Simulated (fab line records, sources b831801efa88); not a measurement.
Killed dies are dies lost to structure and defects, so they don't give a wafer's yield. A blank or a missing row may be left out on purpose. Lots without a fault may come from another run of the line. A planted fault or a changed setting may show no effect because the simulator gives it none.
Split-lot experiment | flow sky130 | 5 lots, 23 wafers read, on a route of 708 steps

THE SPLIT
At SKY_PAD_OPEN_COAT_02 (resist thk 3000 nm), the setting resist_thk_nm was moved away from the recipe's 3000 nm on 11 of the 23 wafers read, by -5.0% to +3.6%. The other wafers ran this setting at the recipe's value.

The reading is taken at the split's own step.

THE READING
coat_of_PAD_OPEN_COAT_02.thk_nm (the simulator's own value, which no gauge read), in nm, at SKY_PAD_OPEN_COAT_02 (resist thk 3000 nm). The file gives no usual value for it. The 12 wafers here that ran the recipe average 3002 nm, standard deviation 7.4 nm.

wafer  | tool, chamber at the split | resist_thk_nm as run, nm | against the recipe | coat_of_PAD_OPEN_COAT_02.thk_nm, nm | against lot-mates on the recipe
L076.2 | litho_track-02, 0          | 3000                     | recipe             | 2998                                | -
L076.3 | litho_track-02, 0          | 3000                     | recipe             | 2993                                | -
L076.4 | litho_track-02, 0          | 3000                     | recipe             | 2991                                | -
L080.1 | litho_track-02, 0          | 3089                     | +3.0%              | 3087                                | +88
L080.2 | litho_track-02, 0          | 3000                     | recipe             | 2996                                | -
L080.3 | litho_track-02, 0          | 3089                     | +3.0%              | 3084                                | +85
L080.4 | litho_track-02, 0          | 3089                     | +3.0%              | 3088                                | +89
L080.6 | litho_track-02, 0          | 3000                     | recipe             | 3002                                | -
L081.1 | litho_track-04, 0          | 3000                     | recipe             | 3006                                | -
L081.3 | litho_track-04, 0          | 3000                     | recipe             | 3006                                | -
L081.2 | litho_track-04, 0          | 3107                     | +3.6%              | 3111                                | +105
L081.4 | litho_track-04, 0          | 3107                     | +3.6%              | 3117                                | +111
L081.5 | litho_track-04, 0          | 3107                     | +3.6%              | 3117                                | +111
L083.2 | litho_track-02, 0          | 3000                     | recipe             | 3004                                | -
L083.3 | litho_track-02, 0          | 3072                     | +2.4%              | 3073                                | +73
L083.4 | litho_track-02, 0          | 3000                     | recipe             | 2993                                | -
L083.5 | litho_track-02, 0          | 3000                     | recipe             | 3002                                | -
L083.6 | litho_track-02, 0          | 3072                     | +2.4%              | 3071                                | +71
L082.1 | litho_track-02, 0          | 2851                     | -5.0%              | 2859                                | -155
L082.4 | litho_track-02, 0          | 2851                     | -5.0%              | 2859                                | -155
L082.2 | litho_track-02, 0          | 2851                     | -5.0%              | 2865                                | -149
L082.3 | litho_track-02, 0          | 3000                     | recipe             | 3016                                | -
L082.6 | litho_track-02, 0          | 3000                     | recipe             | 3012                                | -

THE FIT
A straight line over all 23 wafers: coat_of_PAD_OPEN_COAT_02.thk_nm changes by +29.2 nm for each +1% of resist_thk_nm; r = +1.00; the points scatter about the line by 6.9 nm.
The same after taking each lot's own level away (the mean of its wafers on the recipe; 23 wafers): +30.5 nm for each +1%; r = +1.00; scatter 3.1 nm.
On that fit, the largest move of resist_thk_nm shifts the reading by 1.5e+02 nm.
The lots' own levels span 2994.0 to 3014.0 nm, that is 2.7 times the standard deviation above.
So the lot-to-lot level changes the slope little: the two slopes agree.
Check: with one of the wafers moved furthest among these (-5.0%) left out of the fit, the line predicts -151 nm for it against its lot-mates. It came out at -155 nm against them.

OTHER SPLITS ON THESE WAFERS
These wafers also went through other splits before the reading. Each is held against what the fit with the lots' levels taken away leaves over:
other split on the same wafers     | wafers away from the commonest value | r with coat_of_PAD_OPEN_COAT_02.thk_nm (lot level and that fit taken away)
SKY_METAL5_EXPOSE_11 dose_mj       | 7                                    | -0.36
SKY_PASSIVATION_SOFTBAKE_07 temp_c | 8                                    | +0.19

THE FILE'S OWN FIT
coat_of_PAD_OPEN_COAT_02.thk_nm changes by +30.5 nm for each +1% of resist_thk_nm, r = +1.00.
